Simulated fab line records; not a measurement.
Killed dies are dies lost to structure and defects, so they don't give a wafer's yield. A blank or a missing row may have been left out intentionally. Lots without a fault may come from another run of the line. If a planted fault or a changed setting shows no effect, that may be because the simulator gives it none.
Check for tools in common | flow gf180mcu | 12 lots and 36 wafers in the sample

## WHY THIS WAS OPENED
At GF_NWELL_OVL_MEAS_07 the reading NWELL_OVL is flagged on 2 of 12 lots. No-fault wafers: -0.4 nm, standard deviation 1.5.
Rule: a lot is flagged when every wafer of it that has a number lies more than 4 standard deviations from that mean, or none has a number. The rest of the lots are taken to be sound.

lot  | measured    | on         | NWELL_OVL (nm), wafer by wafer | flag
L683 | day 3 06:52 | overlay-02 | 0.0 1.6 0.6                    |
L684 | day 3 15:09 | overlay-02 | 1.0 -0.9 0.1                   |
L685 | day 3 17:03 | overlay-02 | -0.4 -0.6 0.1                  |
L686 | day 3 23:19 | overlay-02 | -1.4 -3.2 -0.3                 |
L687 | day 4 07:09 | overlay-02 | -1.5 -2.7 -1.1                 |
L690 | day 4 22:30 | overlay-02 | -0.5 0.9 -1.0                  |
L693 | day 5 14:48 | overlay-01 | -75.4 -75.3 -74.5              | FLAGGED
L694 | day 5 19:01 | overlay-02 | -78.5 -75.5 -76.2              | FLAGGED
L695 | day 5 23:50 | overlay-01 | 1.2 -1.5 -2.7                  |
L697 | day 6 13:42 | overlay-02 | -0.2 -0.1 -0.2                 |
L699 | day 7 01:08 | overlay-01 | -3.1 -1.9 -1.5                 |
L706 | day 8 17:27 | overlay-01 | -1.6 -2.3 -0.9                 |
The mean of the flagged lots' numbers is -75.9 nm, -75.5 nm from the usual (-50 standard deviations).

## EACH LOT AND THE TOOL IT RAN ON
The record keeps 1 process step preceding the reading, out of 602 steps on the route. In each cell: the tool, then ch and the chambers that the sampled wafers went through, then the start.
lot  | flag    | GF_NWELL_EXPOSE_04
L683 |         | iline-stepper-01 ch 0, day 3 00:40
L684 |         | iline-stepper-02 ch 0, day 3 08:54
L685 |         | iline-stepper-01 ch 0, day 3 10:49
L686 |         | iline-stepper-01 ch 0, day 3 16:42
L687 |         | iline-stepper-02 ch 0, day 4 00:55
L690 |         | iline-stepper-01 ch 0, day 4 15:49
L693 | FLAGGED | iline-stepper-02 ch 0, day 5 08:22
L694 | FLAGGED | iline-stepper-02 ch 0, day 5 11:51
L695 |         | iline-stepper-01 ch 0, day 5 17:32
L697 |         | iline-stepper-01 ch 0, day 6 06:15
L699 |         | iline-stepper-01 ch 0, day 6 17:34
L706 |         | iline-stepper-01 ch 0, day 8 09:31
What these steps do:
- GF_NWELL_EXPOSE_04: exposes mask Nwell, target cd 860 nm.
- GF_NWELL_OVL_MEAS_07

## FLAGGED OVER TOTAL, TOOL BY TOOL (the gauges that took the reading come last)
step                 | tool             | lots run | flagged | share of the flagged lots | sound lots run after its first flagged lot
GF_NWELL_EXPOSE_04   | iline-stepper-01 | 8        | 0       | none                      | -
GF_NWELL_EXPOSE_04   | iline-stepper-02 | 4        | 2       | all                       | 0
GF_NWELL_OVL_MEAS_07 | overlay-01       | 4        | 1       | some                      | 3 (L695,L699,L706)
GF_NWELL_OVL_MEAS_07 | overlay-02       | 8        | 1       | some                      | 1 (L697)

## WHAT THE TABLE ALLOWS
All flagged lots share 1 row of the table, namely iline-stepper-02 at GF_NWELL_EXPOSE_04.
- iline-stepper-02 at GF_NWELL_EXPOSE_04: 2 of its 4 lots flagged. Last sound lot L687 at day 4 00:55, first flagged lot L693 at day 5 08:22; a fault beginning in between fits.
What remains is a single tool, iline-stepper-02 at GF_NWELL_EXPOSE_04.

## WHAT THE SIMULATOR PUT IN
Scanner matching overlay: iline-stepper-02, from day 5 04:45 on, at GF_NWELL_EXPOSE_04. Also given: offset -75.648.
Lots struck among those shown: L693, L694. The rule given above showed the same thing.
